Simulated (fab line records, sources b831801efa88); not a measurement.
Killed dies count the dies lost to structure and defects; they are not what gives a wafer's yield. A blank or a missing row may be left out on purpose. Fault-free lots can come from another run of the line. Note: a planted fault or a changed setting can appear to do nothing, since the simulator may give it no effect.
Code-filled problem report in 8D (eight disciplines) form | flow gf180mcu | the parts of the form that need people (team, actions taken, sign-off) are left out

== 1. PROBLEM STATEMENT ==
At GF_CONTACT_CMP_27, overpolish_run_s averages 0.038 s over 6 wafers from 2 lots, while fault-free wafers read 15.001 s, standard deviation 0.0087. That is -99 or more standard deviations from the usual mean.
The step: polishes, stops on SiO2, t overpolish 15 s, target thk 0 nm.
First seen on wafer L387.4, day 21 13:02, on cmp-02. Wafers with a number at this step in the record: 42, from 14 lots. The rule behind "out" and "out of limits": a value lying over 4 standard deviations away from the usual mean. The rest of the wafers with a number are treated as sound.

== 2. WHAT THIS IS AND IS NOT ==
question                    | is                                                                       | is not
which readings at this step | overpolish_run_s, head_pressure_psi, motor_current_A, time_to_endpoint_s | retaining_ring_pressure_frac
which lots                  | L387, L388                                                               | L372, L374, L375, L376, L378, L379, L380, L381, L382, L383, L391, L395
which wafers of those lots  | all that have a number                                                   | -
read on which tools         | cmp-02                                                                   | cmp-01
when                        | from day 21 13:02                                                        | up to then (30 sound wafers); but 6 sound wafers of L391, L395 came after

== 3. WHAT RULES OUT EACH SUSPECT ==
Counting: any tool at a process step up to the reading is kept as a suspect provided that every lot that is out went through it and no sound lot did after the first of them.
- pvd_sputter-04 at GF_SALICIDE_SPUTTER_02 (material Co, target thk 10 nm, time 20 s): ruled out as a lasting fault. Following L387 (day 20 11:30), the first lot on it that is out, the sound lots L395 were run on it.
- cmp-02 at GF_CONTACT_CMP_27 (polishes, stops on SiO2, t overpolish 15 s, target thk 0 nm): kept. It processed each lot that is out, first L387 at day 21 13:02, and no sound lot thereafter; up to then, the last sound lot it processed was L376 at day 17 14:28. Its own readings are out on those wafers: head_pressure_psi, motor_current_A, overpolish_run_s, time_to_endpoint_s.
Remaining after the count: cmp-02 at GF_CONTACT_CMP_27.

== 4. THE CAUSE (what the simulator had put in) ==
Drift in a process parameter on cmp-02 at GF_CONTACT_CMP_27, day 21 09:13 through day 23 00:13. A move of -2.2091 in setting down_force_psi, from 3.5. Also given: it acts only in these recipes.
After counting, this tool was the only one left.

== 5. THE CHAIN OF EFFECTS, in route order ==
Rows list readings where the struck wafers' mean (over those with a number) sits beyond 3 standard deviations from the usual. Only readings whose record carries a usual standard deviation are examined. hours: median over the lots of the time between each lot's start at the first step of this table that gives one and its start at this step. sigmas: the change, counted in usual standard deviations.
hours | step              | reading            | usual     | on struck wafers | change  | sigmas
0     | GF_CONTACT_CMP_27 | head_pressure_psi  | 3.500 psi | 1.293            | -2.207  | -99 or more
0     | GF_CONTACT_CMP_27 | motor_current_A    | 10.8 A    | 6.3              | -4.5    | -6.6
0     | GF_CONTACT_CMP_27 | overpolish_run_s   | 15.001 s  | 0.038            | -14.963 | -99 or more
0     | GF_CONTACT_CMP_27 | time_to_endpoint_s | 73.3 s    | 115.4            | +42.1   | +16
Here are the process steps it includes:
- GF_CONTACT_CMP_27: polishes, stops on SiO2, t overpolish 15 s, target thk 0 nm.

== 6. HOW IT WOULD HAVE BEEN CAUGHT EARLIER ==
In this record the first reading out of limits was taken at day 21 13:02, 4 hours after the fault began at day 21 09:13.
